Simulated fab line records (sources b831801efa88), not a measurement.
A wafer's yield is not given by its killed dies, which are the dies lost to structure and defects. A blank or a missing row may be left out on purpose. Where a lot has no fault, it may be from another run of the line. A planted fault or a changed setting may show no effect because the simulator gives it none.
Which tool is to blame? + flow sky130 + 13 lots with 39 wafers sampled at 5 steps, on a route of 708 steps

WHAT THE GAUGES SHOWED, per wafer
SKY_FIELD_ISO_THK_MEAS_02. Usual: FIELD_ISO_OXIDATION_00_THK typically reads 11.89 nm, with standard deviation 0.29.
| lot  | measured    | on           | FIELD_ISO_OXIDATION_00_THK (nm) | flag |
|------|-------------|--------------|---------------------------------|------|
| L825 | day 1 12:43 | filmMetro-04 | 11.47 11.36 11.43               |      |
| L826 | day 1 18:01 | filmMetro-03 | 11.78 11.92 11.85               |      |
| L827 | day 1 21:40 | filmMetro-03 | 12.10 11.92 11.91               |      |
| L828 | day 2 02:49 | filmMetro-04 | 11.37 11.09 11.42               |      |
| L830 | day 2 14:00 | filmMetro-04 | 11.71 11.52 11.79               |      |
| L831 | day 2 17:38 | filmMetro-01 | 12.26 12.30 12.13               |      |
| L832 | day 2 22:38 | filmMetro-01 | 12.12 12.13 12.28               |      |
| L835 | day 3 13:38 | filmMetro-01 | 11.77 11.71 12.04               |      |
| L837 | day 3 23:38 | filmMetro-01 | 12.15 12.35 12.32               |      |
| L838 | day 4 04:39 | filmMetro-01 | 12.05 12.14 11.92               |      |
| L840 | day 4 14:40 | filmMetro-04 | 11.85 12.10 11.92               |      |
| L844 | day 5 10:38 | filmMetro-03 | 11.79 11.59 11.68               |      |
| L847 | day 6 01:38 | filmMetro-01 | 12.04 12.04 12.13               |      |

SKY_FIELD_ISO_THK_MEAS_04. Usual: FIELD_ISO_CVD_03_THK typically reads 166.1 nm, with standard deviation 1.4.
| lot  | measured    | on           | FIELD_ISO_CVD_03_THK (nm) | flag |
|------|-------------|--------------|---------------------------|------|
| L825 | day 1 14:34 | filmMetro-03 | 167.0 166.5 166.1         |      |
| L826 | day 1 19:58 | filmMetro-04 | 166.1 166.5 165.4         |      |
| L827 | day 1 23:31 | filmMetro-03 | 165.9 165.9 164.7         |      |
| L828 | day 2 04:40 | filmMetro-04 | 166.8 167.8 168.7         |      |
| L830 | day 2 15:51 | filmMetro-04 | 166.2 165.2 166.9         |      |
| L831 | day 2 19:29 | filmMetro-01 | 168.5 168.3 168.1         |      |
| L832 | day 3 01:16 | filmMetro-01 | 166.1 165.0 165.2         |      |
| L835 | day 3 20:47 | filmMetro-04 | 163.6 163.4 162.6         |      |
| L837 | day 4 04:34 | filmMetro-04 | 166.5 167.4 167.4         |      |
| L838 | day 4 07:25 | filmMetro-01 | 167.7 166.9 167.7         |      |
| L840 | day 4 16:50 | filmMetro-01 | 164.3 162.0 164.2         |      |
| L844 | day 5 15:38 | filmMetro-01 | 164.5 164.9 166.1         |      |
| L847 | day 6 03:29 | filmMetro-01 | 166.6 165.9 164.7         |      |

SKY_NWELL_TW_MEAS_15. Usual: NWELL_TW typically reads 1807, with standard deviation 12.
| lot  | measured    | on           | NWELL_TW       | flag |
|------|-------------|--------------|----------------|------|
| L825 | day 4 13:45 | filmMetro-01 | 1790 1801 1797 |      |
| L826 | day 4 16:41 | filmMetro-02 | 1808 1803 1814 |      |
| L827 | day 4 21:19 | filmMetro-01 | 1797 1793 1799 |      |
| L828 | day 5 04:23 | filmMetro-02 | 1815 1826 1824 |      |
| L830 | day 5 14:55 | filmMetro-01 | 1789 1782 1794 |      |
| L831 | day 5 21:24 | filmMetro-02 | 1819 1823 1834 |      |
| L832 | day 6 05:50 | filmMetro-01 | 1811 1800 1803 |      |
| L835 | day 7 03:49 | filmMetro-02 | 1817 1806 1811 |      |
| L837 | day 7 13:12 | filmMetro-01 | 1810 1803 1803 |      |
| L838 | day 7 16:07 | filmMetro-04 | 1794 1799 1792 |      |
| L840 | day 8 03:37 | filmMetro-04 | 1792 1796 1798 |      |
| L844 | day 9 06:56 | filmMetro-01 | 1811 1807 1800 |      |
| L847 | day 9 20:30 | filmMetro-04 | 1802 1806 1810 |      |

SKY_VT_ADJUST_LVTN_TW_MEAS_21. Usual: VT_ADJUST_LVTN_2_TW typically reads 187.9, with standard deviation 2.1.
| lot  | measured     | on           | VT_ADJUST_LVTN_2_TW | flag |
|------|--------------|--------------|---------------------|------|
| L825 | day 7 16:25  | filmMetro-03 | 191.2 190.0 190.9   |      |
| L826 | day 7 18:39  | filmMetro-04 | 185.2 185.8 185.2   |      |
| L827 | day 8 02:37  | filmMetro-04 | 185.6 186.3 187.1   |      |
| L828 | day 8 09:15  | filmMetro-04 | 185.4 185.7 186.6   |      |
| L830 | day 8 21:54  | filmMetro-02 | 189.7 189.1 188.2   |      |
| L831 | day 9 06:12  | filmMetro-03 | 190.8 190.5 191.0   |      |
| L832 | day 9 14:21  | filmMetro-03 | 190.2 190.3 190.5   |      |
| L835 | day 10 17:07 | filmMetro-03 | 190.9 190.8 192.1   |      |
| L837 | day 11 04:52 | filmMetro-02 | 187.9 189.1 189.8   |      |
| L838 | day 11 08:31 | filmMetro-04 | 186.5 185.9 185.7   |      |
| L840 | day 11 20:47 | filmMetro-02 | 205.1 204.8 204.6   | OFF  |
| L844 | day 13 05:54 | filmMetro-04 | 202.3 202.1 202.6   | OFF  |
| L847 | day 13 22:36 | filmMetro-02 | 188.6 188.4 188.6   |      |

TOOL THAT RAN EACH LOT (tool first, then ch and the chambers of the sampled wafers, then the start)
| lot  | SKY_VT_ADJUST_LVTN_IMPLANT_19   |
|------|---------------------------------|
| L825 | implanter-01 ch 0, day 7 16:10  |
| L826 | implanter-04 ch 0, day 7 18:24  |
| L827 | implanter-04 ch 0, day 8 02:24  |
| L828 | implanter-04 ch 0, day 8 09:00  |
| L830 | implanter-02 ch 0, day 8 21:39  |
| L831 | implanter-02 ch 0, day 9 05:57  |
| L832 | implanter-04 ch 0, day 9 14:06  |
| L835 | implanter-02 ch 0, day 10 16:52 |
| L837 | implanter-02 ch 0, day 11 04:37 |
| L838 | implanter-01 ch 0, day 11 08:18 |
| L840 | implanter-02 ch 0, day 11 20:34 |
| L844 | implanter-02 ch 0, day 13 05:39 |
| L847 | implanter-04 ch 0, day 13 22:21 |
- SKY_VT_ADJUST_LVTN_IMPLANT_19

AS READ BY THE TOOLS THEMSELVES (means over the sampled wafers that have a number; for cases with no such wafer, the mark the record gives instead)
SKY_VT_ADJUST_LVTN_IMPLANT_19. Usual: beamOnS 9.99 s, standard deviation 0.2; endStationPressureTorr 5.02e-06 Torr, standard deviation 2.6e-07; faradayCurrentUA 3.67, standard deviation 0.071.
| lot  | tool         | beamOnS (s) | endStationPressureTorr (Torr) | faradayCurrentUA | flag |
|------|--------------|-------------|-------------------------------|------------------|------|
| L825 | implanter-01 | 10.07       | 4.89e-06                      | 3.64             |      |
| L826 | implanter-04 | 10.01       | 4.95e-06                      | 3.66             |      |
| L827 | implanter-04 | 10.00       | 5.13e-06                      | 3.67             |      |
| L828 | implanter-04 | 9.97        | 5.13e-06                      | 3.67             |      |
| L830 | implanter-02 | 9.95        | 5.02e-06                      | 3.69             |      |
| L831 | implanter-02 | 9.91        | 5.04e-06                      | 3.70             |      |
| L832 | implanter-04 | 9.94        | 5.01e-06                      | 3.68             |      |
| L835 | implanter-02 | 9.98        | 5.08e-06                      | 3.68             |      |
| L837 | implanter-02 | 10.25       | 5.20e-06                      | 3.58             |      |
| L838 | implanter-01 | 9.94        | 5.00e-06                      | 3.69             |      |
| L840 | implanter-02 | 13.38       | 4.87e-06                      | 2.73             | OFF  |
| L844 | implanter-02 | 13.05       | 4.78e-06                      | 2.80             | OFF  |
| L847 | implanter-04 | 10.05       | 5.21e-06                      | 3.65             |      |

THE ANSWER, worked out from the rows above alone
Rule: lot off if the mean of its wafers having a number is beyond 3 standard deviations from the usual mean. A lot without any number at a reading at which 4 lots or more have one is off too. Any other lot the step has rows for is counted as sound. Order of review: gauges by route order, followed by the tools' own readings, for which a lot's mean as printed above is used. At the first step where some lot is off, the reading lying furthest off is the one used; lots without a number count as furthest.
Off: L840, L844, seen at SKY_VT_ADJUST_LVTN_TW_MEAS_21 (VT_ADJUST_LVTN_2_TW).
A tool fits if, at a process step before that reading, it ran every lot that is off, and no sound lot after the first of them. The gauges at SKY_VT_ADJUST_LVTN_TW_MEAS_21 aren't tried: what is off there is off at SKY_VT_ADJUST_LVTN_IMPLANT_19 too, on other tools, and a gauge's error can't cause that. One candidate fits, namely implanter-02 at SKY_VT_ADJUST_LVTN_IMPLANT_19. Its last sound lot is L837 (day 11 04:37), its first lot that is off L840 (day 11 20:34): a fault that began between those two fits.
The tool's own readings at SKY_VT_ADJUST_LVTN_IMPLANT_19 bear it out: on the lots that are off they differ by more than 5 times the standard deviation of the sound lots' means. beamOnS reads 13.21 s there against 10.01 s on the sound lots; faradayCurrentUA reads 2.76 there against 3.66 on the sound lots.

WHAT THE SIMULATOR HAD INSERTED
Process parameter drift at SKY_VT_ADJUST_LVTN_IMPLANT_19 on implanter-02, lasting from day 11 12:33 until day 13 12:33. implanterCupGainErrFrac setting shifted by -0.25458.
Shown lots that were struck: L840, L844. Same finding as the rule above.
